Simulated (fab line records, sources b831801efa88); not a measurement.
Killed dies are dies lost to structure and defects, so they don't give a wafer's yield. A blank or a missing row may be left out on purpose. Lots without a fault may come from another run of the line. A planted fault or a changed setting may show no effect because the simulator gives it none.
A struck lot beside a sound one | flow sky130 | 15 steps out of a route of 708
Sound: wafers L567.2, L567.4, L567.5. Struck: wafers L579.1, L579.3, L579.4. The cause comes at the end.
At each step with rows: each side's tool, then ch and its chambers, then its first start. Under that, the readings that differ: sound wafers | struck wafers | difference of the means | sigmas: that difference in standard deviations of wafers without a fault.
alike: readings whose means differ by less than 2 such deviations, and words and numbers that are the same on both sides. not compared: withheld readings, readings that some wafer has no value for, bounds like >300 that may hide the same value, and numbers for which the record gives no deviation and whose values overlap.
The two part at a step that has a row with sigmas, a row that says differs or no value, or rows on one side only. Numbers that don't overlap but have no deviation are shown without sigmas and don't part them. A reading that every wafer of one side lacks parts them only if that side has two wafers or more.

first, 1 step without rows for these wafers: SKY_SONOS_TUNNEL_STRIP_11 (strips in SPM, time 600 s).
SKY_SONOS_TUNNEL_TW_MEAS_12:
  sound on film_metro-03, day 12 20:20; struck on film_metro-03, day 16 22:19
  alike: SONOS_TUNNEL_TW
then, 2 steps without rows for these wafers: SKY_SONOS_TUNNEL_CLEAN_13 (cleans in dHF, time 20 s); SKY_SONOS_ONO_OXIDATION_00 (stabilise 600 s, purge 300 s, target thk 2.6 nm).
SKY_SONOS_ONO_THK_MEAS_01:
  sound on film_metro-02, day 12 21:56; struck on film_metro-04, day 17 01:37
  alike: SONOS_ONO_OXIDATION_THK
then, 1 step without rows for these wafers: SKY_SONOS_ONO_CVD_02 (deposits Si3N4 from DCS/NH3, target thk 10.5 nm, time 180 s).
SKY_SONOS_ONO_THK_MEAS_03:
  sound on film_metro-02, day 12 23:34; struck on film_metro-01, day 17 02:43
  alike: SONOS_ONO_CVD_02_THK
then, 1 step without rows for these wafers: SKY_SONOS_ONO_CVD_04 (deposits SiO2 from SiH4/N2O, target thk 5.7199 nm).
SKY_SONOS_ONO_THK_MEAS_05:
  sound on film_metro-01, day 13 00:53; struck on film_metro-01, day 17 04:02
  alike: SONOS_ONO_CVD_04_THK
then, 3 steps without rows for these wafers: SKY_SONOS_ONO_DEHYDRATE_06 (time 60 s); SKY_SONOS_ONO_HMDS_07 (prime time 60 s); SKY_SONOS_ONO_COAT_08 (resist thk 1140 nm).
SKY_SONOS_ONO_SOFTBAKE_09: time 60 s.
  sound on litho_track-03 ch 0, day 13 13:43; struck on litho_track-03 ch 0, day 17 18:08
  reading                  | sound             | struck            | difference | sigmas
  heater_power_total_W (W) | 56.54 56.59 56.60 | 58.67 58.57 58.67 | +2.06      | +47
  run_length_s (s)         | 88.89 89.09 88.93 | 82.69 82.68 82.68 | -6.29      | -29
  alike: chill_plate_temp_C
then, 1 step without rows for these wafers: SKY_SONOS_ONO_EXPOSE_10 (exposes mask ONOM, target cd 410 nm).
-- the record jumps here: 32 days lie between the struck wafers' starts before and after (it left off in module SONOS_ONO and takes up again in module PAD_OPEN, whose first step shown is number 708 of the route) --
SKY_PAD_OPEN_PROBE_99:
  sound on prober-02, day 46 22:02; struck on prober-02, day 49 17:27
  alike: killed_at_M0_to_M3, killed_at_M4_up, killed_at_contacts, killed_at_front_end, killed_at_other, killed_dies, killed_open, killed_short

WHERE THEY PART
Only at SKY_SONOS_ONO_SOFTBAKE_09, within this record. Later steps at which nothing parts them and some readings are alike: SKY_PAD_OPEN_PROBE_99.

WHY: what the simulator had put in
Process parameter drift: litho_track-03, from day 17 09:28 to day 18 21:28, at SKY_SONOS_ONO_SOFTBAKE_09. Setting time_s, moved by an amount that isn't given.
